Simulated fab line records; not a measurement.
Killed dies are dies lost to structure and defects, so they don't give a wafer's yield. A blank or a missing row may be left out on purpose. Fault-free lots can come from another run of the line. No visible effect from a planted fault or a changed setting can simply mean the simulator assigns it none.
Which tool is to blame?	flow gf180mcu	36 wafers from 12 lots sampled at 4 of the route's 602 steps

## WHAT EACH GAUGE READ, for each wafer
GF_TOP_METAL_RS_MEAS_05: uses a four-point probe to measure. Usual: for TOP_METAL_ALCU_RS the level is 0.0329 ohm/sq and the standard deviation is 0.00043.
lot	measured	on	TOP_METAL_ALCU_RS (ohm/sq)	flag
L115	day 27 06:07	film_metro-03	0.0328 0.0326 0.0330	
L116	day 27 08:37	film_metro-01	0.0327 0.0323 0.0332	
L117	day 27 22:15	film_metro-01	0.0332 0.0329 0.0328	
L118	day 28 10:27	film_metro-01	0.0329 0.0329 0.0324	
L119	day 28 11:22	film_metro-02	0.0334 0.0335 0.0335	
L122	day 29 11:49	film_metro-02	0.0333 0.0330 0.0326	
L123	day 29 21:48	film_metro-02	0.0335 0.0329 0.0327	
L126	day 30 18:07	film_metro-01	0.0335 0.0334 0.0330	
L125	day 30 19:57	film_metro-01	0.0333 0.0333 0.0324	
L127	day 31 00:43	film_metro-01	0.0328 0.0319 0.0327	
L137	day 33 09:53	film_metro-02	0.0326 0.0332 0.0335	
L138	day 33 14:25	film_metro-02	0.0331 0.0322 0.0323	

## WHAT TOOL EACH LOT RAN ON (gives the tool, then ch and the chambers of the sampled wafers, and finally the start)
lot	GF_MIM_SPUTTER_07	GF_MIM_SPUTTER_08	GF_M5_METAL_ETCH_10
L115	pvd_sputter-03, day 24 10:35	pvd_sputter-03, day 24 10:38	rie_metal-04 ch 0,1, day 26 06:24
L116	pvd_sputter-03, day 24 14:52	pvd_sputter-03, day 24 14:53	rie_metal-02 ch 0,1, day 26 09:29
L117	pvd_sputter-03, day 25 03:51	pvd_sputter-03, day 25 03:54	rie_metal-04 ch 0,1, day 26 22:42
L118	pvd_sputter-04, day 25 16:13	pvd_sputter-04, day 25 16:16	rie_metal-02 ch 0,1, day 27 10:54
L119	pvd_sputter-03, day 25 18:23	pvd_sputter-03, day 25 18:26	rie_metal-02 ch 0,1, day 27 12:32
L122	pvd_sputter-03, day 26 22:12	pvd_sputter-03, day 26 22:15	rie_metal-02 ch 0,1, day 28 13:50
L123	pvd_sputter-03, day 27 07:53	pvd_sputter-03, day 27 07:56	rie_metal-04 ch 0,1, day 28 23:41
L126	pvd_sputter-03, day 28 05:50	pvd_sputter-03, day 28 05:53	rie_metal-03 ch 0,1, day 29 20:43
L125	pvd_sputter-03, day 28 08:19	pvd_sputter-03, day 28 08:22	rie_metal-02 ch 0,1, day 29 22:57
L127	pvd_sputter-03, day 28 12:49	pvd_sputter-03, day 28 12:52	rie_metal-02 ch 0,1, day 30 03:32
L137	pvd_sputter-03, day 31 05:13	pvd_sputter-03, day 31 05:15	rie_metal-02 ch 0,1, day 32 14:38
L138	pvd_sputter-03, day 31 09:36	pvd_sputter-03, day 31 09:38	rie_metal-04 ch 0,1, day 32 19:53
- GF_MIM_SPUTTER_07: material TiN, target thk 60 nm, time 50 s.
- GF_MIM_SPUTTER_08: material AlCu, target thk 200 nm, time 10.6 s.
- GF_M5_METAL_ETCH_10: etches the open film in Cl2/BCl3, stops on SiO2, target depth 750.8 nm, time 125.1 s.

## WHAT THE TOOLS THEMSELVES READ (means of the sampled wafers that have a number; where no wafer has one, the mark that the record gives instead)
GF_MIM_SPUTTER_07. Usual: cathode_dc_power_W 6499.9 W, standard deviation 1.1; throttle_valve_pct 30.7 %, standard deviation 0.79.
lot	tool	cathode_dc_power_W (W)	throttle_valve_pct (%)	flag
L115	pvd_sputter-03	6499.1	31.3	
L116	pvd_sputter-03	6500.2	30.7	
L117	pvd_sputter-03	6500.5	31.4	
L118	pvd_sputter-04	6500.4	31.1	
L119	pvd_sputter-03	6500.0	31.0	
L122	pvd_sputter-03	6499.3	30.5	
L123	pvd_sputter-03	6500.5	31.2	
L126	pvd_sputter-03	6499.3	30.8	
L125	pvd_sputter-03	6499.7	30.8	
L127	pvd_sputter-03	6499.9	30.4	
L137	pvd_sputter-03	6498.9	30.4	
L138	pvd_sputter-03	6499.5	30.6	

GF_MIM_SPUTTER_08. Usual: cathode_dc_power_W 11020 W, standard deviation 1.9; throttle_valve_pct 30.7 %, standard deviation 0.81.
lot	tool	cathode_dc_power_W (W)	throttle_valve_pct (%)	flag
L115	pvd_sputter-03	11019	31.2	
L116	pvd_sputter-03	11019	30.7	
L117	pvd_sputter-03	11021	31.5	
L118	pvd_sputter-04	11019	31.1	
L119	pvd_sputter-03	11021	31.0	
L122	pvd_sputter-03	11018	30.2	
L123	pvd_sputter-03	11019	31.1	
L126	pvd_sputter-03	11021	30.8	
L125	pvd_sputter-03	11020	30.9	
L127	pvd_sputter-03	11019	30.6	
L137	pvd_sputter-03	11019	30.7	
L138	pvd_sputter-03	11019	30.6	

GF_M5_METAL_ETCH_10. Usual: drypump_motor_current_A 5.42 A, standard deviation 0.27; oes_product_au 0.987 a.u., standard deviation 0.0073; throttle_valve_pct 28.232 %, standard deviation 0.01.
lot	tool	drypump_motor_current_A (A)	oes_product_au (a.u.)	throttle_valve_pct (%)	flag
L115	rie_metal-04	5.26	0.992	28.225	
L116	rie_metal-02	5.51	0.982	28.234	
L117	rie_metal-04	5.26	0.986	28.233	
L118	rie_metal-02	5.50	0.989	28.226	
L119	rie_metal-02	5.31	0.984	28.231	
L122	rie_metal-02	5.32	0.985	28.235	
L123	rie_metal-04	5.25	0.978	28.238	
L126	rie_metal-03	5.67	0.991	28.227	
L125	rie_metal-02	5.32	0.987	28.233	
L127	rie_metal-02	5.33	0.981	28.232	
L137	rie_metal-02	5.29	0.986	28.237	
L138	rie_metal-04	5.25	0.981	28.231	

## THE ANSWER, worked out from the rows above alone
Rule: a lot is off if the mean of its wafers that have a number lies more than 3 standard deviations from the usual mean. A lot without any number at a reading at which 4 lots or more have one is off too. All remaining lots with rows at the step are treated as sound. First the gauges in route order, then the tools' own readings, where a lot's mean is used as printed above. The first step at which some lot is off is used, and at that step the reading that is off furthest; a lot without a number counts as furthest.
None of the lots is off at any reading shown; this tells nothing.

## WHAT THE SIMULATOR HAD PUT IN
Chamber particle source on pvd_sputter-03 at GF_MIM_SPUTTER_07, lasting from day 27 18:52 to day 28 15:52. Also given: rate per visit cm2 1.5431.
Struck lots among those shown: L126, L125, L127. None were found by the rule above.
